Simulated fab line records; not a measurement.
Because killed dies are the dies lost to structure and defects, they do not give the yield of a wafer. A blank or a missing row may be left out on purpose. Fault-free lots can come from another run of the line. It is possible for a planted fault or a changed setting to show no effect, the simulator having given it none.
fab line records    flow gf180mcu
record: lots: 24  wafers: 72  last_day: 34
route steps=602 shown V3@433 V4@481 TOP_METAL@583
lots that met no fault: taken from a fault-free run of the same line
start_h: hours from the record's opening day to when the first of the lot's shown wafers began    wait_h: how many hours have passed since the lot's step before this one    " unchanged from the row above    L1.1+2: a row that stands for several wafers    - either no value or no given start    * or withheld: withheld    < > ~ a bound
route shown NAME@n: NAME is a module with steps in the file, n the number in the route of the first one    usual: mean/standard deviation taken from wafers without a fault    same: alike in all rows    chamber/n: place in a boat    sites: the reading at each site    _std_site: the values' standard deviation    _edge_site: mean of outer sites minus mean of inner sites    radius_mm: how far each site lies from the wafer's centre    mask NAME#n: copy n    behind: the last tool/chamber to shape the wafer    hold: why the lot went on hold/how many hours it stayed there/how the hold came to an end    device: transistor that didn't switch, given as n, p or np    end of line: the route-end tests of the same wafers    step lacking rows: just its recipe    killed: count of dies lost to structure and defects at first sort (not the wafer's yield)    map: dies across one wafer; x = killed, . = not, _ = none there
set.NAME: the setting the step ran with; set.NAME@STEP: the setting that earlier step ran with    model.NAME: the simulator's own value behind a step, which no gauge read
one table for each step of the route and one row for each wafer, over a sample of lots
services: a tool's chamber out of use, with start hour (start_h, from the record's first day; less than 0 if before it), hours out, and reason
== steps ==
step: GF_V3_CMP_04
recipe: material: SiO2  down_force_psi: 4  platen_rpm: 60  pad_velocity_m_s: 0.94248
usual: motor_current_A: 12.2/1.6  time_to_endpoint_s: 78/6.6
lot.wafer  tool    chamber  start_h  wait_h  motor_current_A  time_to_endpoint_s
L074.4     cmp-02  1        486.89   0.0     12.7             74
L074.1     "       2        "        "       13.5             79
L074.5     "       2        "        "       13.1             80
L075.3     cmp-01  3        499.72   0.1     9.4              74
L075.6     "       1        "        "       14.9             79
L075.5     "       2        "        "       10.5             80
L076.2     cmp-01  2        501.62   0.0     11.3             70
L076.4     "       1        "        "       15.1             75
L076.5     "       2        "        "       10.9             75
L077.4     cmp-01  2        518.18   0.0     10.7             75
L077.1     "       0        "        "       12.4             66
L077.2     "       1        "        "       14.4             73
L078.1     cmp-01  0        531.97   0.1     11.9             69
L078.4     "       1        "        "       14.9             76
L078.2     "       2        "        "       10.9             79
L079.2     cmp-02  2        533.09   0.0     13.3             83
L079.1     "       0        "        "       12.2             72
L079.4     "       1        "        "       12.8             77
L080.2     cmp-02  3        552.54   0.1     11.6             69
L080.5     "       1        "        "       12.5             78
L080.6     "       2        "        "       13.2             81
L081.4     cmp-01  2        552.88   0.1     10.9             85
L081.1     "       3        "        "       9.5              76
L081.6     "       2        "        "       10.3             78
L082.1     cmp-01  0        559.21   0.2     11.7             77
L082.4     "       2        "        "       10.5             83
L082.5     "       3        "        "       8.9              90
L083.4     cmp-01  3        570.38   0.1     8.5              94
L083.1     "       0        "        "       12.5             76
L083.2     "       1        "        "       14.9             77
L084.1     cmp-02  0        581.73   0.1     12.6             65
L084.4     "       1        "        "       12.9             80
L084.6     "       3        "        "       11.5             76
L085.2     cmp-02  0        584.70   0.0     11.9             70
L085.3     "       2        "        "       13.5             87
L085.4     "       3        "        "       11.9             76
L086.4     cmp-01  2        595.29   0.1     11.1             81
L086.6     "       0        "        "       11.9             76
L086.5     "       1        "        "       15.0             78
L087.1     cmp-01  2        597.99   0.1     10.8             67
L087.2     "       3        "        "       9.1              71
L087.3     "       0        "        "       12.1             62
L088.1     cmp-02  2        609.22   0.1     13.7             80
L088.2     "       3        "        "       11.8             68
L088.4     "       1        "        "       12.3             77
L089.3     cmp-02  3        620.47   0.2     11.8             79
L089.5     "       0        "        "       12.9             74
L089.6     "       1        "        "       13.3             85
L090.2     cmp-02  0        631.57   0.0     12.1             70
L090.4     "       2        "        "       13.1             81
L090.5     "       0        "        "       12.8             75
L091.1     cmp-02  3        632.80   0.1     12.3             78
L091.4     "       1        "        "       13.2             90
L091.6     "       3        "        "       12.3             84
L092.4     cmp-01  1        636.74   0.1     15.7             68
L092.2     "       2        "        "       10.6             71
L092.5     "       0        "        "       12.5             65
L093.2     cmp-02  2        648.56   0.0     14.0             85
L093.1     "       1        "        "       12.7             78
L093.5     "       3        "        "       11.5             76
L094.1     cmp-02  0        654.48   0.1     11.9             76
L094.4     "       2        "        "       13.1             84
L094.5     "       1        "        "       12.4             85
L095.3     cmp-02  0        657.63   0.1     12.3             80
L095.1     "       1        "        "       12.7             77
L095.6     "       3        "        "       11.9             87
L096.1     cmp-01  2        663.03   0.1     10.8             78
L096.6     "       0        "        "       11.9             74
L096.5     "       1        "        "       14.9             82
L097.2     cmp-02  1        671.88   0.0     12.7             81
L097.4     "       3        "        "       11.6             90
L097.6     "       2        "        "       13.5             87
step: GF_V3_ETCH_16
recipe: chemistry: N2/H2  target_depth_a: withheld  overetch_a: withheld  time_s: withheld  target: BARC  ion_energy_ev: 200  source_w: 500  bias_w: 100  pressure_mtorr: 30  n2_flow_sccm: 100  h2_flow_sccm: 200
usual: drypump_motor_current_A: 5.88/0.28  oes_product_au: 0.854/0.0047  rf_fwd_power_W: 494.1/2.2  throttle_valve_pct: 13.225/0.0089
lot.wafer  tool         chamber  start_h  wait_h  drypump_motor_current_A  oes_product_au  rf_fwd_power_W  throttle_valve_pct
L074.1     rie_diel-02  3        510.00   0.0     5.87                     0.857           494.8           13.223
L074.4     "            2        "        "       5.78                     0.855           490.8           13.222
L074.5     "            1        "        "       6.39                     0.857           495.4           13.225
L075.3     rie_diel-02  1        523.41   0.0     6.35                     0.856           493.1           13.238
L075.5     "            1        "        "       6.38                     0.858           493.2           13.230
L075.6     "            2        "        "       5.78                     0.844           494.1           13.222
L076.2     rie_diel-01  1        525.75   0.0     5.92                     0.859           498.7           13.239
L076.4     "            0        "        "       5.58                     0.860           495.5           13.228
L076.5     "            1        "        "       5.93                     0.847           494.6           13.219
L077.1     rie_diel-02  2        542.25   0.0     5.77                     0.851           493.8           13.229
L077.2     "            1        "        "       6.33                     0.851           493.7           13.220
L077.4     "            0        "        "       6.23                     0.851           495.8           13.233
L078.1     rie_diel-03  1        554.89   0.0     5.35                     0.850           491.0           13.235
L078.2     "            0        "        "       5.66                     0.855           492.1           13.225
L078.4     "            3        "        "       5.91                     0.849           493.9           13.224
L079.1     rie_diel-02  1        555.82   0.0     6.37                     0.854           492.2           13.217
L079.2     "            0        "        "       6.22                     0.855           494.0           13.218
L079.4     "            2        "        "       5.77                     0.854           492.0           13.221
L080.2     rie_diel-03  0        574.70   0.0     5.65                     0.855           491.3           13.232
L080.5     "            3        "        "       5.97                     0.849           497.1           13.232
L080.6     "            2        "        "       6.04                     0.862           493.3           13.224
L081.1     rie_diel-01  2        575.07   0.0     5.96                     0.856           495.0           13.224
L081.4     "            3        "        "       5.49                     0.851           492.7           13.229
L081.6     "            0        "        "       5.60                     0.858           497.5           13.228
L082.1     rie_diel-02  1        581.85   0.0     6.34                     0.857           494.9           13.223
L082.4     "            0        "        "       6.29                     0.859           492.3           13.215
L082.5     "            3        "        "       5.88                     0.853           499.2           13.220
L083.1     rie_diel-03  0        591.81   0.0     5.66                     0.849           491.1           13.211
L083.2     "            1        "        "       5.37                     0.851           493.9           13.223
L083.4     "            3        "        "       5.99                     0.854           494.2           13.225
L084.1     rie_diel-03  3        602.55   0.0     5.94                     0.854           493.6           13.246
L084.4     "            2        "        "       6.00                     0.853           494.6           13.203
L084.6     "            1        "        "       5.37                     0.852           491.4           13.223
L085.2     rie_diel-03  3        606.32   0.0     5.96                     0.849           494.9           13.230
L085.3     "            2        "        "       6.05                     0.852           495.3           13.232
L085.4     "            1        "        "       5.39                     0.855           494.9           13.230
L086.4     rie_diel-02  2        615.95   0.0     5.76                     0.857           494.1           13.243
L086.5     "            0        "        "       6.27                     0.852           492.9           13.242
L086.6     "            1        "        "       6.36                     0.860           494.6           13.231
L087.1     rie_diel-01  3        619.71   0.0     5.47                     0.852           496.0           13.226
L087.2     "            2        "        "       5.96                     0.860           494.5           13.232
L087.3     "            1        "        "       5.96                     0.856           498.4           13.234
L088.1     rie_diel-03  2        630.62   0.0     6.01                     0.847           491.4           13.218
L088.2     "            1        "        "       5.33                     0.864           492.6           13.222
L088.4     "            2        "        "       6.01                     0.853           493.0           13.208
L089.3     rie_diel-01  0        641.16   0.0     5.60                     0.859           495.3           13.237
L089.5     "            0        "        "       5.60                     0.854           497.5           13.230
L089.6     "            1        "        "       5.96                     0.859           499.3           13.245
L090.2     rie_diel-02  1        651.75   0.0     6.34                     0.850           493.7           13.242
L090.4     "            3        "        "       5.87                     0.851           497.2           13.232
L090.5     "            1        "        "       6.33                     0.870           490.7           13.230
L091.1     rie_diel-03  3        652.56   0.0     5.98                     0.863           492.2           13.229
L091.4     "            2        "        "       6.02                     0.856           495.9           13.224
L091.6     "            3        "        "       5.94                     0.854           493.2           13.237
L092.2     rie_diel-03  3        656.67   0.0     5.94                     0.852           494.0           13.220
L092.4     "            3        "        "       5.97                     0.843           492.3           13.229
L092.5     "            0        "        "       5.66                     0.858           492.0           13.225
L093.1     rie_diel-03  2        667.86   0.0     6.04                     0.860           496.7           13.231
L093.2     "            0        "        "       5.63                     0.853           490.3           13.237
L093.5     "            0        "        "       5.64                     0.847           489.6           13.224
L094.1     rie_diel-02  1        674.21   0.0     6.36                     0.855           493.1           13.216
L094.4     "            2        "        "       5.77                     0.857           493.2           13.211
L094.5     "            3        "        "       5.88                     0.860           495.9           13.219
L095.1     rie_diel-02  1        676.71   0.0     6.35                     0.847           496.1           13.224
L095.3     "            2        "        "       5.78                     0.851           493.3           13.211
L095.6     "            1        "        "       6.34                     0.855           494.9           13.209
L096.1     rie_diel-03  0        682.72   0.0     5.65                     0.853           491.1           13.227
L096.5     "            2        "        "       6.03                     0.855           493.9           13.223
L096.6     "            3        "        "       5.94                     0.860           496.7           13.231
L097.2     rie_diel-01  1        691.40   0.0     5.89                     0.855           498.2           13.205
L097.4     "            0        "        "       5.62                     0.853           497.6           13.224
L097.6     "            0        "        "       5.60                     0.854           497.3           13.222
step: GF_V3_RS_MEAS_24
recipe: thk_meas_gauge: four-point-probe  reads: W_of_V3_CVD_23+TiN_of_V3_SPUTTER_22+Ti_of_V3_SPUTTER_21
usual: V3_W_RS: 0.323/0.0046
lot.wafer  tool           chamber  start_h  wait_h  V3_W_RS[ohm/sq]
L074.1     film_metro-02  -        510.92   0.1     0.327
L074.4     "              -        "        "       0.327
L074.5     "              -        "        "       0.330
L075.3     film_metro-02  -        524.35   0.1     0.327
L075.5     "              -        "        "       0.319
L075.6     "              -        "        "       0.327
L076.2     film_metro-01  -        526.66   0.1     0.326
L076.4     "              -        "        "       0.320
L076.5     "              -        "        "       0.324
L077.1     film_metro-02  -        543.13   0.1     0.324
L077.2     "              -        "        "       0.319
L077.4     "              -        "        "       0.317
L078.1     film_metro-02  -        555.76   0.1     0.325
L078.2     "              -        "        "       0.325
L078.4     "              -        "        "       0.318
L079.1     film_metro-01  -        556.70   0.1     0.323
L079.2     "              -        "        "       0.325
L079.4     "              -        "        "       0.329
L080.2     film_metro-03  -        575.74   0.2     0.316
L080.5     "              -        "        "       0.319
L080.6     "              -        "        "       0.318
L081.1     film_metro-03  -        575.95   0.1     0.323
L081.4     "              -        "        "       0.325
L081.6     "              -        "        "       0.330
L082.1     film_metro-03  -        582.73   0.1     0.325
L082.4     "              -        "        "       0.321
L082.5     "              -        "        "       0.323
L083.1     film_metro-03  -        592.68   0.1     0.321
L083.2     "              -        "        "       0.322
L083.4     "              -        "        "       0.324
L084.1     film_metro-03  -        603.47   0.1     0.329
L084.4     "              -        "        "       0.328
L084.6     "              -        "        "       0.326
L085.2     film_metro-02  -        607.23   0.1     0.321
L085.3     "              -        "        "       0.314
L085.4     "              -        "        "       0.317
L086.4     film_metro-02  -        616.89   0.1     0.330
L086.5     "              -        "        "       0.331
L086.6     "              -        "        "       0.327
L087.1     film_metro-02  -        620.58   0.1     0.320
L087.2     "              -        "        "       0.320
L087.3     "              -        "        "       0.318
L088.1     film_metro-01  -        631.59   0.1     0.321
L088.2     "              -        "        "       0.331
L088.4     "              -        "        "       0.332
L089.3     film_metro-03  -        642.07   0.1     0.317
L089.5     "              -        "        "       0.329
L089.6     "              -        "        "       0.320
L090.2     film_metro-02  -        652.65   0.1     0.316
L090.4     "              -        "        "       0.319
L090.5     "              -        "        "       0.314
L091.1     film_metro-01  -        653.50   0.1     0.335
L091.4     "              -        "        "       0.332
L091.6     "              -        "        "       0.331
L092.2     film_metro-01  -        657.57   0.1     0.321
L092.4     "              -        "        "       0.321
L092.5     "              -        "        "       0.332
L093.1     film_metro-01  -        668.73   0.1     0.323
L093.2     "              -        "        "       0.326
L093.5     "              -        "        "       0.330
L094.1     film_metro-03  -        675.08   0.1     0.321
L094.4     "              -        "        "       0.322
L094.5     "              -        "        "       0.320
L095.1     film_metro-01  -        677.58   0.1     0.321
L095.3     "              -        "        "       0.321
L095.6     "              -        "        "       0.322
L096.1     film_metro-01  -        683.60   0.1     0.337
L096.5     "              -        "        "       0.325
L096.6     "              -        "        "       0.331
L097.2     film_metro-03  -        692.64   0.1     0.321
L097.4     "              -        "        "       0.320
L097.6     "              -        "        "       0.324
step: GF_V4_BOW_MEAS_05
recipe: mode: bow
usual: V4_BOW: 135/9
lot.wafer  tool           chamber  start_h  wait_h  V4_BOW[um]
L074.1     film_metro-01  -        535.91   0.2     135
L074.4     "              -        "        "       126
L074.5     "              -        "        "       129
L075.3     film_metro-02  -        548.78   0.2     129
L075.5     "              -        "        "       124
L075.6     "              -        "        "       125
L076.2     film_metro-02  -        551.66   0.3     134
L076.4     "              -        "        "       127
L076.5     "              -        "        "       117
L077.1     film_metro-02  -        567.71   0.1     119
L077.2     "              -        "        "       129
L077.4     "              -        "        "       140
L078.1     film_metro-02  -        579.43   0.2     137
L078.2     "              -        "        "       135
L078.4     "              -        "        "       131
L079.1     film_metro-02  -        581.02   0.2     128
L079.2     "              -        "        "       113
L079.4     "              -        "        "       129
L080.2     film_metro-01  -        598.68   0.2     143
L080.5     "              -        "        "       151
L080.6     "              -        "        "       138
L081.1     film_metro-02  -        598.96   0.1     136
L081.4     "              -        "        "       133
L081.6     "              -        "        "       124
L082.1     film_metro-02  -        606.14   0.2     134
L082.4     "              -        "        "       126
L082.5     "              -        "        "       133
L083.1     film_metro-02  -        616.47   0.1     138
L083.2     "              -        "        "       114
L083.4     "              -        "        "       120
L084.1     film_metro-01  -        625.61   0.1     137
L084.4     "              -        "        "       125
L084.6     "              -        "        "       121
L085.2     film_metro-02  -        629.83   0.3     140
L085.3     "              -        "        "       142
L085.4     "              -        "        "       137
L086.4     film_metro-04  -        639.39   0.3     139
L086.5     "              -        "        "       146
L086.6     "              -        "        "       130
L087.1     film_metro-04  -        643.09   0.1     138
L087.2     "              -        "        "       133
L087.3     "              -        "        "       140
L088.1     film_metro-04  -        653.58   0.1     123
L088.2     "              -        "        "       123
L088.4     "              -        "        "       129
L089.3     film_metro-01  -        663.61   0.2     141
L089.5     "              -        "        "       152
L089.6     "              -        "        "       138
L090.2     film_metro-01  -        673.91   0.2     132
L090.4     "              -        "        "       145
L090.5     "              -        "        "       142
L091.1     film_metro-04  -        674.46   0.2     138
L091.4     "              -        "        "       140
L091.6     "              -        "        "       137
L092.2     film_metro-01  -        679.13   0.2     143
L092.4     "              -        "        "       156
L092.5     "              -        "        "       147
L093.1     film_metro-01  -        689.64   0.1     135
L093.2     "              -        "        "       142
L093.5     "              -        "        "       139
L094.1     film_metro-02  -        694.83   0.1     127
L094.4     "              -        "        "       132
L094.5     "              -        "        "       139
L095.1     film_metro-04  -        698.94   0.1     155
L095.3     "              -        "        "       141
L095.6     "              -        "        "       132
L096.1     film_metro-04  -        704.01   0.1     146
L096.5     "              -        "        "       150
L096.6     "              -        "        "       143
L097.2     film_metro-01  -        712.89   0.3     149
L097.4     "              -        "        "       137
L097.6     "              -        "        "       156
step: GF_V4_ETCH_16
recipe: chemistry: N2/H2  target_depth_a: withheld  overetch_a: withheld  time_s: withheld  target: BARC  ion_energy_ev: 200  source_w: 500  bias_w: 100  pressure_mtorr: 30  n2_flow_sccm: 100  h2_flow_sccm: 200
usual: drypump_motor_current_A: 5.8/0.33  oes_product_au: 0.855/0.0048  rf_fwd_power_W: 494.7/2.1  throttle_valve_pct: 13.225/0.0088
lot.wafer  tool         chamber  start_h  wait_h  drypump_motor_current_A  oes_product_au  rf_fwd_power_W  throttle_valve_pct
L074.1     rie_diel-02  3        558.50   0.0     5.9                      0.865           496.7           13.237
L074.4     "            0        "        "       6.3                      0.862           493.8           13.219
L074.5     "            0        "        "       6.2                      0.858           493.5           13.219
L075.3     rie_diel-03  0        571.22   0.0     5.6                      0.856           491.4           13.220
L075.5     "            3        "        "       5.9                      0.860           492.7           13.229
L075.6     "            1        "        "       5.4                      0.851           496.0           13.229
L076.2     rie_diel-04  3        573.77   0.0     5.5                      0.862           494.4           13.220
L076.4     "            0        "        "       5.3                      0.857           496.7           13.226
L076.5     "            2        "        "       5.4                      0.859           495.8           13.212
L077.1     rie_diel-03  0        589.80   0.0     5.6                      0.851           491.1           13.225
L077.2     "            2        "        "       6.0                      0.851           494.3           13.219
L077.4     "            1        "        "       5.4                      0.851           491.5           13.241
L078.1     rie_diel-03  2        600.92   0.0     6.0                      0.853           492.0           13.220
L078.2     "            0        "        "       5.6                      0.849           491.5           13.216
L078.4     "            3        "        "       6.0                      0.850           495.2           13.218
L079.1     rie_diel-04  1        602.12   0.0     6.0                      0.857           495.2           13.226
L079.2     "            3        "        "       5.5                      0.866           497.4           13.213
L079.4     "            0        "        "       5.3                      0.853           494.7           13.228
L080.2     rie_diel-04  3        619.85   0.0     5.5                      0.863           498.4           13.215
L080.5     "            1        "        "       6.0                      0.845           493.7           13.221
L080.6     "            0        "        "       5.3                      0.851           492.5           13.213
L081.1     rie_diel-03  1        620.32   0.0     5.4                      0.857           494.9           13.234
L081.4     "            1        "        "       5.3                      0.855           496.3           13.237
L081.6     "            2        "        "       6.0                      0.855           494.8           13.227
L082.1     rie_diel-04  3        626.67   0.0     5.5                      0.857           496.1           13.224
L082.4     "            1        "        "       6.0                      0.852           495.8           13.232
L082.5     "            2        "        "       5.4                      0.852           494.7           13.227
L083.1     rie_diel-02  1        637.32   0.0     6.4                      0.852           496.4           13.217
L083.2     "            0        "        "       6.3                      0.850           491.3           13.228
L083.4     "            3        "        "       5.9                      0.856           495.1           13.233
L084.1     rie_diel-02  2        645.37   0.0     5.8                      0.859           492.2           13.226
L084.4     "            3        "        "       5.9                      0.859           496.3           13.240
L084.6     "            1        "        "       6.4                      0.853           493.2           13.203
L085.2     rie_diel-02  1        649.90   0.0     6.4                      0.862           493.8           13.229
L085.3     "            0        "        "       6.2                      0.857           491.4           13.215
L085.4     "            2        "        "       5.8                      0.867           491.5           13.233
L086.4     rie_diel-03  0        658.70   0.0     5.7                      0.856           491.6           13.224
L086.5     "            2        "        "       6.0                      0.860           493.3           13.220
L086.6     "            3        "        "       6.0                      0.860           493.8           13.222
L087.1     rie_diel-02  3        662.92   0.0     5.9                      0.852           495.7           13.218
L087.2     "            2        "        "       5.8                      0.856           494.5           13.220
L087.3     "            0        "        "       6.3                      0.845           493.4           13.231
L088.1     rie_diel-03  3        672.92   0.0     6.0                      0.852           496.4           13.223
L088.2     "            2        "        "       6.0                      0.853           498.5           13.213
L088.4     "            2        "        "       6.0                      0.859           497.1           13.224
L089.3     rie_diel-04  2        682.80   0.0     5.4                      0.852           495.5           13.228
L089.5     "            2        "        "       5.4                      0.861           494.2           13.226
L089.6     "            3        "        "       5.5                      0.851           498.6           13.214
L090.2     rie_diel-02  3        692.57   0.0     5.9                      0.854           497.8           13.207
L090.4     "            1        "        "       6.4                      0.853           493.9           13.232
L090.5     "            3        "        "       5.9                      0.860           496.6           13.230
L091.1     rie_diel-04  3        692.70   0.0     5.5                      0.854           496.4           13.229
L091.4     "            2        "        "       5.4                      0.855           493.6           13.237
L091.6     "            1        "        "       6.0                      0.851           496.7           13.225
L092.2     rie_diel-04  2        698.27   0.0     5.4                      0.851           495.5           13.222
L092.4     "            3        "        "       5.5                      0.856           493.5           13.236
L092.5     "            2        "        "       5.4                      0.848           494.1           13.216
L093.1     rie_diel-04  0        707.87   0.0     5.3                      0.858           495.4           13.235
L093.2     "            3        "        "       5.5                      0.850           495.4           13.214
L093.5     "            3        "        "       5.5                      0.854           497.9           13.216
L094.1     rie_diel-02  0        712.87   0.0     6.3                      0.854           493.3           13.236
L094.4     "            2        "        "       5.8                      0.851           493.9           13.230
L094.5     "            3        "        "       5.9                      0.860           496.1           13.212
L095.1     rie_diel-02  0        717.42   0.0     6.3                      0.859           495.5           13.226
L095.3     "            1        "        "       6.4                      0.862           495.9           13.234
L095.6     "            3        "        "       5.9                      0.857           496.9           13.215
L096.1     rie_diel-04  1        722.35   0.0     6.0                      0.854           496.4           13.233
L096.5     "            2        "        "       5.4                      0.856           493.0           13.226
L096.6     "            1        "        "       6.0                      0.855           497.1           13.239
L097.2     rie_diel-04  0        730.87   0.0     5.3                      0.854           495.7           13.234
L097.4     "            2        "        "       5.4                      0.855           493.3           13.225
L097.6     "            1        "        "       6.0                      0.859           493.5           13.232
step: GF_TOP_METAL_METAL_ETCH_16
recipe: chemistry: Cl2/BCl3  mask_material: NOVOLAK  target_depth_nm: 1077.5  stop_on: SiO2  pressure_mtorr: 8  icp_w: 800  bias_w: 140  Cl2_flow_sccm: 80  bcl3_flow_sccm: 40  time_s: 179.6
usual: drypump_motor_current_A: 5.8/0.35  oes_product_au: 0.968/0.0071  rf_fwd_power_W: 797.3/2.7  throttle_valve_pct: 28.254/0.012
same: time_s: 179.6
lot.wafer  tool          chamber  start_h  wait_h  drypump_motor_current_A  oes_product_au  rf_fwd_power_W  rf_hours_counter_h  throttle_valve_pct
L074.1     rie_metal-02  1        646.95   0.0     5.7                      0.958           798.4           11                  28.258
L074.4     "             0        "        "       5.6                      0.960           797.8           -                   28.264
L074.5     "             1        "        "       5.7                      0.964           798.0           -                   28.255
L075.3     rie_metal-01  1        659.13   0.1     5.5                      0.965           800.0           -                   28.261
L075.5     "             0        "        "       6.3                      0.972           798.8           -                   28.260
L075.6     "             1        "        "       5.6                      0.961           798.1           -                   28.264
L076.2     rie_metal-02  1        660.53   0.1     5.7                      0.971           801.7           -                   28.263
L076.4     "             1        "        "       5.7                      0.980           797.6           -                   28.245
L076.5     "             1        "        "       5.6                      0.963           796.2           -                   28.266
L077.1     rie_metal-04  1        675.55   0.0     6.5                      0.961           797.5           12                  28.241
L077.2     "             0        "        "       5.6                      0.973           799.1           4                   28.253
L077.4     "             0        "        "       5.6                      0.970           800.3           -                   28.235
L078.1     rie_metal-01  0        684.72   0.0     6.3                      0.965           798.6           3                   28.251
L078.2     "             1        "        "       5.6                      0.969           796.2           2                   28.246
L078.4     "             1        "        "       5.5                      0.981           797.6           -                   28.248
L079.1     rie_metal-04  1        686.12   0.0     6.5                      0.961           794.6           13                  28.251
L079.2     "             0        "        "       5.6                      0.968           799.6           5                   28.218
L079.4     "             0        "        "       5.6                      0.981           794.8           -                   28.247
L081.1     rie_metal-02  0        701.82   0.0     5.6                      0.980           794.6           1                   28.230
L081.4     "             0        "        "       5.7                      0.974           795.3           -                   28.247
L081.6     "             1        "        "       5.6                      0.968           799.3           -                   28.267
L080.2     rie_metal-04  1        703.57   0.0     6.5                      0.964           795.8           13                  28.241
L080.5     "             1        "        "       6.5                      0.964           798.4           -                   28.251
L080.6     "             0        "        "       5.7                      0.969           796.0           -                   28.240
L082.1     rie_metal-02  0        708.35   0.0     5.7                      0.965           798.3           1                   28.237
L082.4     "             0        "        "       5.6                      0.970           796.5           -                   28.256
L082.5     "             0        "        "       5.6                      0.969           799.7           -                   28.255
L083.1     rie_metal-02  0        718.80   0.0     5.7                      0.968           797.0           2                   28.253
L083.2     "             0        "        "       5.6                      0.965           793.8           -                   28.247
L083.4     "             0        "        "       5.7                      0.968           799.1           -                   28.260
L084.1     rie_metal-02  0        724.57   0.0     5.6                      0.964           794.1           3                   28.261
L084.4     "             0        "        "       5.6                      0.971           795.1           -                   28.235
L084.6     "             0        "        "       5.6                      0.967           796.7           -                   28.257
L085.2     rie_metal-02  1        730.37   0.0     5.6                      0.976           802.4           0                   28.263
L085.3     "             1        "        "       5.6                      0.967           800.7           -                   28.261
L085.4     "             0        "        "       5.6                      0.961           793.7           -                   28.248
L086.4     rie_metal-02  1        737.53   0.1     5.6                      0.971           801.2           -                   28.248
L086.5     "             1        "        "       5.6                      0.965           802.1           -                   28.258
L086.6     "             0        "        "       5.6                      0.959           796.4           -                   28.248
L087.1     rie_metal-02  0        741.22   0.0     5.7                      0.970           793.2           4                   28.263
L087.2     "             1        "        "       5.6                      0.977           793.1           1                   28.227
L087.3     "             0        "        "       5.6                      0.963           791.5           -                   28.248
L088.1     rie_metal-02  0        750.02   0.0     5.6                      0.973           795.4           4                   28.247
L088.2     "             1        "        "       5.7                      0.963           795.2           1                   28.269
L088.4     "             0        "        "       5.7                      0.977           794.0           -                   28.249
L089.3     rie_metal-02  0        758.73   0.1     5.7                      0.969           794.7           -                   28.262
L089.5     "             1        "        "       5.7                      0.958           799.2           -                   28.254
L089.6     "             0        "        "       5.7                      0.968           794.9           -                   28.241
L090.2     rie_metal-04  1        767.02   0.0     6.5                      0.975           797.9           1                   28.267
L090.4     "             1        "        "       6.5                      0.968           800.8           -                   28.255
L090.5     "             0        "        "       5.6                      0.964           795.0           -                   28.248
L091.1     rie_metal-04  0        769.62   0.0     5.6                      0.956           799.9           8                   28.272
L091.4     "             0        "        "       5.6                      0.959           795.6           -                   28.260
L091.6     "             1        "        "       6.5                      0.965           797.8           -                   28.266
L092.2     rie_metal-01  1        771.10   0.0     5.6                      0.977           795.5           6                   28.244
L092.4     "             1        "        "       5.6                      0.969           796.9           -                   28.249
L092.5     "             0        "        "       6.3                      0.972           799.0           -                   28.268
L093.1     rie_metal-01  0        780.02   0.0     6.3                      0.977           803.5           7                   28.254
L093.2     "             1        "        "       5.5                      0.973           799.5           6                   28.267
L093.5     "             0        "        "       6.3                      0.967           802.5           -                   28.254
L094.1     rie_metal-04  1        783.55   0.0     6.5                      0.962           796.5           1                   28.261
L094.4     "             1        "        "       6.5                      0.967           796.9           -                   28.255
L094.5     "             1        "        "       6.5                      0.968           796.8           -                   28.263
L095.1     rie_metal-01  1        789.22   0.0     5.6                      0.966           793.2           7                   28.273
L095.3     "             0        "        "       6.3                      0.973           799.1           -                   28.245
L095.6     "             0        "        "       6.3                      0.956           797.9           -                   28.255
L096.1     rie_metal-04  1        793.57   0.0     6.5                      0.952           793.8           2                   28.273
L096.5     "             1        "        "       6.5                      0.961           797.2           -                   28.258
L096.6     "             0        "        "       5.6                      0.959           796.3           -                   28.267
L097.2     rie_metal-04  0        799.87   0.0     5.6                      0.974           797.8           10                  28.253
L097.4     "             1        "        "       6.5                      0.977           800.0           -                   28.253
L097.6     "             0        "        "       5.6                      0.981           793.6           -                   28.244
== services ==
tool          chamber  start_h  hours  kind
rie_metal-02  -        464.79   0.8    repair
rie_diel-03   3        479.83   30.1   repair
rie_metal-02  -        483.36   14.6   pm
cmp-01        -        494.03   0.7    repair
cmp-02        -        512.71   6.7    pm
rie_diel-03   2        521.76   3.1    repair
rie_diel-03   2        528.34   2.1    repair
cmp-02        -        528.47   1.4    repair
rie_diel-03   2        551.29   23.3   repair
cmp-01        -        554.73   2.9    repair
cmp-01        -        572.00   4.0    pm
cmp-01        -        576.78   4.4    pm
rie_diel-03   -        615.46   2.8    pm
cmp-02        -        662.68   3.4    repair
cmp-01        -        685.62   1.5    repair
cmp-02        -        708.08   5.5    pm
rie_diel-02   2        722.79   2.2    repair
rie_diel-02   1        724.28   46.9   repair
cmp-02        -        744.00   4.0    pm
cmp-01        -        753.98   8.2    pm
cmp-02        -        762.24   0.6    repair
cmp-01        -        773.16   3.0    repair
cmp-02        -        774.66   2.4    repair
rie_diel-02   3        797.59   1.4    repair
== key ==
fault none
